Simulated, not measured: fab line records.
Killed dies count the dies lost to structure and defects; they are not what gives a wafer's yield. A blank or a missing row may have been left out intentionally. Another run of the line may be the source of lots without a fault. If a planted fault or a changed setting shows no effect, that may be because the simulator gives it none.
fab line records	flow sky130	part 1 of 2: steps 1 to 25 of 34
record: lots: 5	wafers: 15	last-day: 50
route steps=708 shown METAL5@662 PASSIVATION@681 PAD_OPEN@694
lots with no fault: from the same line, run without faults
start-h: hours from the record's first day to the start of the lot's first wafer shown	wait-h: how many hours have passed since the lot's step before this one	" identical to the entry in the row above	L1.1+2: a row that stands for several wafers	- no value present, or no start provided	* or withheld: withheld	< > ~ a bound
route shown NAME@n: NAME is a module with steps in the file, n the number in the route of the first one	usual: mean/standard deviation of fault-free wafers	same: alike in all rows	chamber/n: place in a boat	sites: the reading at each site	_std_site: standard deviation across them	_edge_site: inner sites' mean taken away from outer sites' mean	radius-mm: for every site, how far away it sits from the centre of the wafer	mask NAME#n: copy n	behind: the last tool/chamber to shape the wafer	hold: why the lot went on hold/how many hours it stayed there/how the hold came to an end	device: whichever transistor did not switch (one of n, p or np)	end of line: tests of these same wafers at the route's end	a step without rows: its recipe alone	killed: dies that structure and defects cost at the first sort, which is not the same as the wafer's yield	map: per-die view of a wafer (x killed, . not killed, _ where there is no die)
set.NAME: the setting as run; set.NAME@STEP: as run at that earlier step	model.NAME: the simulator's own value behind a step, which no gauge read
lots seen at some steps along the route; tables by step, rows by wafer
services: when a tool's chamber went out of use (start-h, in hours from the record's first day, below 0 if earlier), for how many hours, and the reason
== steps ==
step: SKY_METAL5_SPUTTER_01
recipe: material: TiN	target-thk-nm: 20	power-w: 6500	time-s: 16.7	chamber-pressure-pa: 0.4
usual: cathode-dc-power-W: 6500.1/1.1	throttle-valve-pct: 30.3/1
lot.wafer	tool	chamber	start-h	wait-h	cathode-dc-power-W	throttle-valve-pct
L086.3	pvd-sputter-02	-	1083.57	0.0	6500.0	29.6
L086.4	"	-	"	"	6501.8	31.1
L086.6	"	-	"	"	6499.7	31.2
L088.3	pvd-sputter-02	-	1096.26	0.0	6500.3	31.2
L088.5	"	-	"	"	6500.2	31.0
L088.6	"	-	"	"	6498.4	31.2
L089.1	pvd-sputter-02	-	1103.68	0.0	6501.1	30.8
L089.3	"	-	"	"	6499.5	30.8
L089.6	"	-	"	"	6500.3	29.6
L093.3	pvd-sputter-02	-	1122.95	0.0	6500.8	31.0
L093.4	"	-	"	"	6499.7	31.0
L093.6	"	-	"	"	6500.3	31.2
L096.1	pvd-sputter-01	-	1141.61	0.0	6498.4	29.3
L096.4	"	-	"	"	6501.3	28.8
L096.6	"	-	"	"	6501.1	29.5
step: SKY_METAL5_SPUTTER_02
recipe: material: AlCu	target-thk-nm: 1150	power-w: 10600	time-s: 61.2	chamber-pressure-pa: 0.4
usual: cathode-dc-power-W: 10600/2.1	throttle-valve-pct: 30.3/1
lot.wafer	tool	chamber	start-h	wait-h	cathode-dc-power-W	throttle-valve-pct
L086.3	pvd-sputter-02	-	1083.59	0.0	10600	29.2
L086.4	"	-	"	"	10601	31.1
L086.6	"	-	"	"	10598	31.3
L088.3	pvd-sputter-02	-	1096.29	0.0	10603	30.9
L088.5	"	-	"	"	10599	31.2
L088.6	"	-	"	"	10597	31.1
L089.1	pvd-sputter-02	-	1103.71	0.0	10603	31.1
L089.3	"	-	"	"	10601	31.0
L089.6	"	-	"	"	10602	29.4
L093.3	pvd-sputter-02	-	1122.97	0.0	10600	31.1
L093.4	"	-	"	"	10603	31.1
L093.6	"	-	"	"	10601	31.3
L096.1	pvd-sputter-01	-	1141.64	0.0	10606	29.4
L096.4	"	-	"	"	10599	28.8
L096.6	"	-	"	"	10597	29.5
step: SKY_METAL5_SPUTTER_03
recipe: material: Ti	target-thk-nm: 5	power-w: 3000	time-s: 3.3	chamber-pressure-pa: 0.4
usual: cathode-dc-power-W: 3000.0/0.56	throttle-valve-pct: 30.3/1
lot.wafer	tool	chamber	start-h	wait-h	cathode-dc-power-W	throttle-valve-pct
L086.3	pvd-sputter-02	-	1083.64	0.0	3000.4	29.3
L086.4	"	-	"	"	2999.7	31.2
L086.6	"	-	"	"	2999.3	31.2
L088.3	pvd-sputter-02	-	1096.34	0.0	3000.0	31.1
L088.5	"	-	"	"	3000.3	30.9
L088.6	"	-	"	"	3000.4	31.2
L089.1	pvd-sputter-02	-	1103.76	0.0	2999.1	31.3
L089.3	"	-	"	"	2999.9	31.1
L089.6	"	-	"	"	2999.4	29.4
L093.3	pvd-sputter-02	-	1123.02	0.0	2999.5	31.0
L093.4	"	-	"	"	3000.2	30.9
L093.6	"	-	"	"	3000.0	31.3
L096.1	pvd-sputter-01	-	1141.70	0.0	2999.7	29.7
L096.4	"	-	"	"	3000.4	28.8
L096.6	"	-	"	"	3000.2	29.5
step: SKY_METAL5_SPUTTER_04
recipe: material: TiN	target-thk-nm: 70	power-w: 6500	time-s: 58.3	chamber-pressure-pa: 0.4
usual: cathode-dc-power-W: 6500.1/1.1	throttle-valve-pct: 30.3/1
lot.wafer	tool	chamber	start-h	wait-h	cathode-dc-power-W	throttle-valve-pct
L086.3	pvd-sputter-02	-	1083.66	0.0	6499.3	29.3
L086.4	"	-	"	"	6499.6	30.9
L086.6	"	-	"	"	6500.1	31.1
L088.3	pvd-sputter-02	-	1096.35	0.0	6501.5	30.8
L088.5	"	-	"	"	6500.1	31.2
L088.6	"	-	"	"	6500.6	31.0
L089.1	pvd-sputter-02	-	1103.78	0.0	6498.8	31.4
L089.3	"	-	"	"	6500.4	31.0
L089.6	"	-	"	"	6500.2	29.6
L093.3	pvd-sputter-02	-	1123.04	0.0	6500.6	31.0
L093.4	"	-	"	"	6498.3	31.1
L093.6	"	-	"	"	6499.1	31.1
L096.1	pvd-sputter-01	-	1141.72	0.0	6498.5	29.6
L096.4	"	-	"	"	6502.4	28.6
L096.6	"	-	"	"	6498.8	29.5
step: SKY_METAL5_RS_MEAS_05
recipe: thk-meas-gauge: four-point-probe	reads: TiN_of_METAL5_SPUTTER_04+Ti_of_METAL5_SPUTTER_03+AlCu_of_METAL5_SPUTTER_02+TiN_of_METAL5_SPUTTER_01+Ti_of_METAL5_SPUTTER_00
usual: METAL5_ALCU_RS: 0.02718/0.00029
lot.wafer	tool	chamber	start-h	wait-h	METAL5_ALCU_RS[ohm/sq]
L086.3	film-metro-04	-	1083.75	0.1	0.02721
L086.4	"	-	"	"	0.02722
L086.6	"	-	"	"	0.02754
L088.3	film-metro-02	-	1096.44	0.1	0.02732
L088.5	"	-	"	"	0.02726
L088.6	"	-	"	"	0.02717
L089.1	film-metro-02	-	1103.83	0.0	0.02677
L089.3	"	-	"	"	0.02686
L089.6	"	-	"	"	0.02687
L093.3	film-metro-02	-	1123.13	0.1	0.02688
L093.4	"	-	"	"	0.02678
L093.6	"	-	"	"	0.02718
L096.1	film-metro-04	-	1141.77	0.0	0.02739
L096.4	"	-	"	"	0.02739
L096.6	"	-	"	"	0.02731
step: SKY_METAL5_THK_MEAS_06
recipe: thk-meas-gauge: xrf	reads: AlCu_of_METAL5_SPUTTER_02
usual: METAL5_ALCU_THK: 1146/13
lot.wafer	tool	chamber	start-h	wait-h	METAL5_ALCU_THK[nm]
L086.3	film-metro-04	-	1083.85	0.1	1140
L086.4	"	-	"	"	1142
L086.6	"	-	"	"	1124
L088.3	film-metro-02	-	1096.54	0.1	1136
L088.5	"	-	"	"	1147
L088.6	"	-	"	"	1142
L089.1	film-metro-02	-	1103.95	0.1	1163
L089.3	"	-	"	"	1155
L089.6	"	-	"	"	1160
L093.3	film-metro-02	-	1123.23	0.1	1154
L093.4	"	-	"	"	1162
L093.6	"	-	"	"	1143
L096.1	film-metro-04	-	1141.89	0.1	1139
L096.4	"	-	"	"	1131
L096.6	"	-	"	"	1140
step: SKY_METAL5_DEHYDRATE_07
recipe: temp-c: 200	time-s: 60
usual: exhaust-pa: 45.2/0.9
lot.wafer	tool	chamber	start-h	wait-h	exhaust-pa
L086.3	litho-track-04	0	1093.48	9.6	45.2
L086.4	"	0	"	"	45.0
L086.6	"	0	"	"	45.2
L088.3	litho-track-04	0	1105.88	9.3	44.0
L088.5	"	0	"	"	45.4
L088.6	"	0	"	"	43.8
L089.1	litho-track-04	0	1113.63	9.7	46.0
L089.3	"	0	"	"	45.1
L089.6	"	0	"	"	46.4
L093.3	litho-track-03	0	1132.72	9.5	46.3
L093.4	"	0	"	"	46.8
L093.6	"	0	"	"	46.6
L096.1	litho-track-04	0	1149.88	8.0	44.7
L096.4	"	0	"	"	46.1
L096.6	"	0	"	"	45.6
step: SKY_METAL5_HMDS_08
recipe: prime-time-s: 60	prime-temp-c: 120
usual: exhaust-pa: 45.0/0.92
lot.wafer	tool	chamber	start-h	wait-h	exhaust-pa
L086.3	litho-track-04	0	1093.63	0.1	44.9
L086.4	"	0	"	"	44.9
L086.6	"	0	"	"	46.5
L088.3	litho-track-04	0	1106.03	0.1	44.7
L088.5	"	0	"	"	43.7
L088.6	"	0	"	"	45.6
L089.1	litho-track-04	0	1113.78	0.1	45.0
L089.3	"	0	"	"	45.0
L089.6	"	0	"	"	45.5
L093.3	litho-track-03	0	1132.87	0.1	46.3
L093.4	"	0	"	"	44.9
L093.6	"	0	"	"	46.1
L096.1	litho-track-04	0	1150.03	0.1	43.1
L096.4	"	0	"	"	44.4
L096.6	"	0	"	"	43.3
step: SKY_METAL5_COAT_09
recipe: resist: NOVOLAK	spin-rpm: 3000	resist-thk-nm: 1800
usual: dispense-pressure-kPa: 53.1/2.4	exhaust-pa: 45.2/0.93
lot.wafer	tool	chamber	start-h	wait-h	dispense-pressure-kPa	exhaust-pa
L086.3	litho-track-04	0	1093.78	0.1	55.1	45.2
L086.4	"	0	"	"	55.1	45.9
L086.6	"	0	"	"	55.1	46.3
L088.3	litho-track-04	0	1106.18	0.1	55.1	45.6
L088.5	"	0	"	"	55.1	45.7
L088.6	"	0	"	"	55.1	45.3
L089.1	litho-track-04	0	1113.93	0.1	55.1	44.8
L089.3	"	0	"	"	55.1	46.0
L089.6	"	0	"	"	55.1	45.4
L093.3	litho-track-03	0	1133.02	0.1	53.1	46.3
L093.4	"	0	"	"	53.1	45.7
L093.6	"	0	"	"	53.0	46.2
L096.1	litho-track-04	0	1150.18	0.1	55.1	45.3
L096.4	"	0	"	"	55.1	43.8
L096.6	"	0	"	"	55.1	44.1
step: SKY_METAL5_SOFTBAKE_10
recipe: temp-c: 90	time-s: 60	resist: NOVOLAK
usual: exhaust-pa: 44.8/0.9
lot.wafer	tool	chamber	start-h	wait-h	exhaust-pa
L086.3	litho-track-04	0	1093.93	0.1	44.5
L086.4	"	0	"	"	44.5
L086.6	"	0	"	"	44.1
L088.3	litho-track-04	0	1106.33	0.1	45.0
L088.5	"	0	"	"	46.4
L088.6	"	0	"	"	45.1
L089.1	litho-track-04	0	1114.08	0.1	44.8
L089.3	"	0	"	"	45.8
L089.6	"	0	"	"	45.2
L093.3	litho-track-03	0	1133.17	0.1	42.8
L093.4	"	0	"	"	44.5
L093.6	"	0	"	"	44.7
L096.1	litho-track-04	0	1150.33	0.1	45.0
L096.4	"	0	"	"	45.8
L096.6	"	0	"	"	45.1
step: SKY_METAL5_EXPOSE_11
recipe: mask-id: MM5	na: 0.6	source-shape: conventional	sigma-outer: 0.6	polarization: unpolarized	target-cd-nm: 1600	dose-mj: 190
lot.wafer	tool	chamber	start-h	wait-h	mask
L086.3+4+6	iline-stepper-01	0	-	-	MM5#0
L088.3+5+6	iline-stepper-01	0	-	-	MM5#0
L089.1+3+6	iline-stepper-01	0	-	-	MM5#0
L093.3+4+6	iline-stepper-02	0	-	-	MM5#0
L096.1+4+6	iline-stepper-02	0	-	-	MM5#0
step: SKY_METAL5_PEB_12
recipe: temp-c: withheld	time-s: *	resist: NOVOLAK
usual: exhaust-pa: 44.9/1.1
lot.wafer	tool	chamber	start-h	wait-h	exhaust-pa
L086.3	litho-track-04	0	-	-	45.4
L086.4	"	0	"	"	45.3
L086.6	"	0	"	"	44.8
L088.3	litho-track-01	0	-	-	45.3
L088.5	"	0	"	"	43.7
L088.6	"	0	"	"	45.2
L089.1	litho-track-01	0	-	-	44.4
L089.3	"	0	"	"	45.9
L089.6	"	0	"	"	46.0
L093.3	litho-track-04	0	-	-	43.7
L093.4	"	0	"	"	44.2
L093.6	"	0	"	"	44.6
L096.1	litho-track-04	0	-	-	45.7
L096.4	"	0	"	"	46.1
L096.6	"	0	"	"	46.7
step: SKY_METAL5_DEVELOP_13
recipe: resist: NOVOLAK	developer: TMAH	develop-time-s: 60	dev-temp-c: 23
usual: exhaust-pa: 45.1/0.85
lot.wafer	tool	chamber	start-h	wait-h	exhaust-pa
L086.3	litho-track-04	0	1102.98	0.1	45.7
L086.4	"	0	"	"	46.2
L086.6	"	0	"	"	46.6
L088.3	litho-track-01	0	1116.51	0.1	45.6
L088.5	"	0	"	"	46.3
L088.6	"	0	"	"	46.5
L089.1	litho-track-01	0	1122.86	0.1	45.1
L089.3	"	0	"	"	44.2
L089.6	"	0	"	"	45.2
L093.3	litho-track-04	0	1141.98	0.1	44.8
L093.4	"	0	"	"	43.8
L093.6	"	0	"	"	43.4
L096.1	litho-track-04	0	1159.13	0.1	44.1
L096.4	"	0	"	"	44.8
L096.6	"	0	"	"	45.0
step: SKY_METAL5_DESCUM_14
recipe: chemistry: O2	source-power-w: 150	bias-power-w: 0	pressure-mtorr: 10	temp-c: 40	time-s: 11
usual: drypump-motor-current-A: 5.6/0.46	oes-product-au: 1.001/0.013
lot.wafer	tool	chamber	start-h	wait-h	drypump-motor-current-A	oes-product-au	rf-hours-counter-h
L086.3	rie-metal-04	1	1103.09	0.1	5.2	1.000	-
L086.4	"	0	"	"	5.6	1.001	-
L086.6	"	1	"	"	5.2	1.001	-
L088.3	rie-metal-03	0	1116.62	0.1	5.4	1.016	-
L088.5	"	1	"	"	6.5	1.013	-
L088.6	"	0	"	"	5.4	1.013	-
L089.1	rie-metal-04	0	1123.01	0.1	5.6	0.998	13
L089.3	"	1	"	"	5.2	0.990	-
L089.6	"	1	"	"	5.2	1.002	-
L093.3	rie-metal-04	1	1142.09	0.1	5.2	1.003	-
L093.4	"	0	"	"	5.6	1.011	-
L093.6	"	0	"	"	5.6	1.013	-
L096.1	rie-metal-01	0	1159.28	0.1	5.5	0.971	22
L096.4	"	0	"	"	5.5	0.973	-
L096.6	"	0	"	"	5.6	0.988	-
step: SKY_METAL5_METAL_ETCH_15
recipe: target-depth-a: 12600	stop-on: SiO2	over-etch-frac: 0.2	time-s: 252	chemistry: Cl2/BCl3	resist-sidewall-deg: 86	pressure-mtorr: 10	icp-w: 900	bias-w: 48.5	Cl2_flow_sccm: 60	bcl3-flow-sccm: 30
usual: drypump-motor-current-A: 5.6/0.46	oes-product-au: 0.895/0.005	throttle-valve-pct: 22.264/0.0093
lot.wafer	tool	chamber	start-h	wait-h	drypump-motor-current-A	oes-product-au	rf-hours-counter-h	throttle-valve-pct
L086.3	rie-metal-04	1	1103.19	0.1	5.2	0.890	-	22.261
L086.4	"	0	"	"	5.6	0.889	-	22.259
L086.6	"	1	"	"	5.2	0.897	-	22.271
L088.3	rie-metal-03	0	1116.72	0.1	5.4	0.910	-	22.275
L088.5	"	1	"	"	6.5	0.881	-	22.268
L088.6	"	0	"	"	5.4	0.886	-	22.246
L089.1	rie-metal-04	0	1123.04	0.0	5.6	0.891	13	22.263
L089.3	"	1	"	"	5.2	0.890	-	22.260
L089.6	"	1	"	"	5.2	0.894	-	22.271
L093.3	rie-metal-04	1	1142.19	0.1	5.2	0.894	-	22.266
L093.4	"	0	"	"	5.6	0.896	-	22.267
L093.6	"	0	"	"	5.6	0.893	-	22.279
L096.1	rie-metal-01	0	1159.31	0.0	5.5	0.895	22	22.266
L096.4	"	0	"	"	5.6	0.904	-	22.262
L096.6	"	0	"	"	5.6	0.893	-	22.277
step: SKY_METAL5_STRIP_16
recipe: chemistry: O2/N2	power-w: 1400	pressure-mtorr: 1500	platen-temp-c: withheld	o2-flow-sccm: 3000	n2-flow-sccm: 300	overash-fraction: 0.5
usual: drypump-motor-current-A: 5.4/0.48	oes-product-au: 0.710/0.005	strip-time-to-endpoint-s: 13.03/0.16
lot.wafer	tool	chamber	start-h	wait-h	drypump-motor-current-A	oes-product-au	rf-hours-counter-h	strip-time-to-endpoint-s
L086.3	plasma-asher-03	0	1103.38	0.1	5.0	0.705	-	13.02
L086.4	"	1	"	"	5.5	0.715	-	13.16
L086.6	"	0	"	"	5.1	0.708	-	13.09
L088.3	plasma-asher-02	1	1116.91	0.1	6.7	0.710	-	12.95
L088.5	"	0	"	"	5.5	0.711	-	12.97
L088.6	"	1	"	"	6.7	0.717	-	12.86
L089.1	plasma-asher-03	0	1123.27	0.2	5.1	0.710	66	13.00
L089.3	"	0	"	"	5.1	0.699	-	13.12
L089.6	"	0	"	"	5.1	0.704	-	13.15
L093.3	plasma-asher-01	1	1142.38	0.1	5.0	0.710	-	13.16
L093.4	"	0	"	"	5.4	0.708	-	13.22
L093.6	"	1	"	"	5.0	0.706	-	13.09
L096.1	plasma-asher-01	0	1159.55	0.2	5.4	0.714	9	13.21
L096.4	"	0	"	"	5.4	0.709	-	13.09
L096.6	"	1	"	"	5.0	0.709	-	13.09
step: SKY_METAL5_STRIP_17
recipe: chemistry: post-etch-residue-remover	time-s: 1200	temp-c: 72.5
lot.wafer	tool	chamber	start-h	wait-h
L086.3+4+6	wet-bench-04	2	1103.45	0.0
L088.3+5+6	wet-bench-02	1	1117.03	0.1
L089.1+3+6	wet-bench-02	1	1123.37	0.1
L093.3+4+6	wet-bench-02	3	1142.54	0.1
L096.1+4+6	wet-bench-04	1	1159.65	0.1
step: SKY_METAL5_CLEAN_18
recipe: chemistry: IPA	time-s: 180	temp-c: 25
lot.wafer	tool	chamber	start-h	wait-h
L086.3+4+6	wet-bench-03	1	1103.79	0.0
L088.3+5+6	wet-bench-02	0	1117.37	0.0
L089.1+3+6	wet-bench-02	0	1123.72	0.0
L093.3+4+6	wet-bench-02	1	1142.98	0.1
L096.1+4+6	wet-bench-04	3	1160.02	0.0
step: SKY_METAL5_CLEAN_19
recipe: chemistry: O3/DIW	dry: n2-spin
lot.wafer	tool	chamber	start-h	wait-h
L086.3+4+6	wet-bench-02	3	1103.85	0.0
L088.3+5+6	wet-bench-03	3	1117.43	0.0
L089.1+3+6	wet-bench-02	3	1123.77	0.0
L093.3+4+6	wet-bench-02	1	1143.03	0.0
L096.1+4+6	wet-bench-04	2	1160.09	0.0
step: SKY_PASSIVATION_CVD_00
recipe: material: SiO2	target-thk-nm: 90	temp-c: 400	time-s: withheld	rf-w: 600
usual: heater-power-outer-w: 377/68	heater-power-w: 645/91
lot.wafer	tool	chamber	start-h	wait-h	heater-power-outer-w	heater-power-w
L086.3	pecvd-02	1	1103.95	0.0	351	585
L086.4	"	1	"	"	361	598
L086.6	"	0	"	"	313	553
L088.3	pecvd-02	1	1117.52	0.0	430	698
L088.5	"	2	"	"	385	643
L088.6	"	0	"	"	255	492
L089.1	pecvd-02	1	1123.87	0.0	403	664
L089.3	"	0	"	"	279	503
L089.6	"	0	"	"	289	532
L093.3	pecvd-01	1	1143.13	0.0	503	784
L093.4	"	0	"	"	374	692
L093.6	"	1	"	"	509	796
L096.1	pecvd-01	2	1160.19	0.0	329	644
L096.4	"	2	"	"	329	639
L096.6	"	0	"	"	323	631
step: SKY_PASSIVATION_THK_MEAS_01
recipe: reads: SiO2_of_PASSIVATION_CVD_00
usual: PASSIVATION_CVD_00_THK: 90.2/1.2
lot.wafer	tool	chamber	start-h	wait-h	PASSIVATION_CVD_00_THK[nm]
L086.3	film-metro-01	-	1104.00	-	88.8
L086.4	"	-	"	"	90.1
L086.6	"	-	"	"	91.9
L088.3	film-metro-03	-	1117.56	-	89.6
L088.5	"	-	"	"	90.7
L088.6	"	-	"	"	91.7
L089.1	film-metro-03	-	1123.89	-	88.3
L089.3	"	-	"	"	90.4
L089.6	"	-	"	"	92.1
L093.3	film-metro-01	-	1143.17	-	89.6
L093.4	"	-	"	"	91.7
L093.6	"	-	"	"	90.3
L096.1	film-metro-02	-	1160.21	-	90.3
L096.4	"	-	"	"	92.2
L096.6	"	-	"	"	91.4
step: SKY_PASSIVATION_CVD_02
recipe: material: Si3N4	target-thk-nm: 540	temp-c: 400	time-s: withheld	rf-w: 459.2
usual: heater-power-outer-w: 409/66	heater-power-w: 689/91
lot.wafer	tool	chamber	start-h	wait-h	heater-power-outer-w	heater-power-w
L086.3	pecvd-01	2	1104.04	0.0	397	737
L086.4	"	1	"	"	550	876
L086.6	"	2	"	"	409	765
L088.3	pecvd-04	0	1117.60	0.0	327	538
L088.5	"	0	"	"	353	556
L088.6	"	1	"	"	318	562
L089.1	pecvd-01	0	1123.95	0.1	390	751
L089.3	"	1	"	"	484	764
L089.6	"	0	"	"	423	773
L093.3	pecvd-04	2	1143.21	0.0	438	716
L093.4	"	1	"	"	382	639
L093.6	"	0	"	"	279	484
L096.1	pecvd-02	0	1160.27	0.1	364	637
L096.4	"	1	"	"	487	768
L096.6	"	2	"	"	461	753
step: SKY_PASSIVATION_THK_MEAS_03
recipe: reads: Si3N4_of_PASSIVATION_CVD_02
usual: PASSIVATION_CVD_02_THK: 541/7.9
lot.wafer	tool	chamber	start-h	wait-h	PASSIVATION_CVD_02_THK[nm]
L086.3	film-metro-03	-	1104.28	-	544
L086.4	"	-	"	"	546
L086.6	"	-	"	"	552
L088.3	film-metro-03	-	1117.85	-	531
L088.5	"	-	"	"	542
L088.6	"	-	"	"	544
L089.1	film-metro-02	-	1124.17	-	534
L089.3	"	-	"	"	529
L089.6	"	-	"	"	544
L093.3	film-metro-02	-	1143.45	-	536
L093.4	"	-	"	"	548
L093.6	"	-	"	"	543
L096.1	film-metro-02	-	1160.49	-	519
L096.4	"	-	"	"	542
L096.6	"	-	"	"	536
step: SKY_PASSIVATION_DEHYDRATE_04
recipe: temp-c: 200	time-s: 60
usual: exhaust-pa: 44.8/0.82
lot.wafer	tool	chamber	start-h	wait-h	exhaust-pa
L086.3	litho-track-04	0	1114.28	10.0	44.0
L086.4	"	0	"	"	43.6
L086.6	"	0	"	"	43.4
L088.3	litho-track-04	0	1126.43	8.6	44.2
L088.5	"	0	"	"	44.0
L088.6	"	0	"	"	45.5
L089.1	litho-track-02	0	1133.77	9.6	43.7
L089.3	"	0	"	"	44.2
L089.6	"	0	"	"	43.6
L093.3	litho-track-01	0	1152.41	8.9	44.2
L093.4	"	0	"	"	44.1
L093.6	"	0	"	"	44.4
L096.1	litho-track-04	0	1168.53	8.0	44.2
L096.4	"	0	"	"	44.8
L096.6	"	0	"	"	43.0
step: SKY_PASSIVATION_HMDS_05
recipe: prime-time-s: 60	prime-temp-c: 120
usual: exhaust-pa: 45.2/0.88
lot.wafer	tool	chamber	start-h	wait-h	exhaust-pa
L086.3	litho-track-04	0	1114.43	0.1	45.7
L086.4	"	0	"	"	44.7
L086.6	"	0	"	"	45.7
L088.3	litho-track-04	0	1126.58	0.1	45.5
L088.5	"	0	"	"	45.8
L088.6	"	0	"	"	45.2
L089.1	litho-track-02	0	1133.92	0.1	44.1
L089.3	"	0	"	"	44.2
L089.6	"	0	"	"	45.2
L093.3	litho-track-01	0	1152.56	0.1	46.0
L093.4	"	0	"	"	45.0
L093.6	"	0	"	"	45.5
L096.1	litho-track-04	0	1168.68	0.1	45.5
L096.4	"	0	"	"	45.3
L096.6	"	0	"	"	44.2
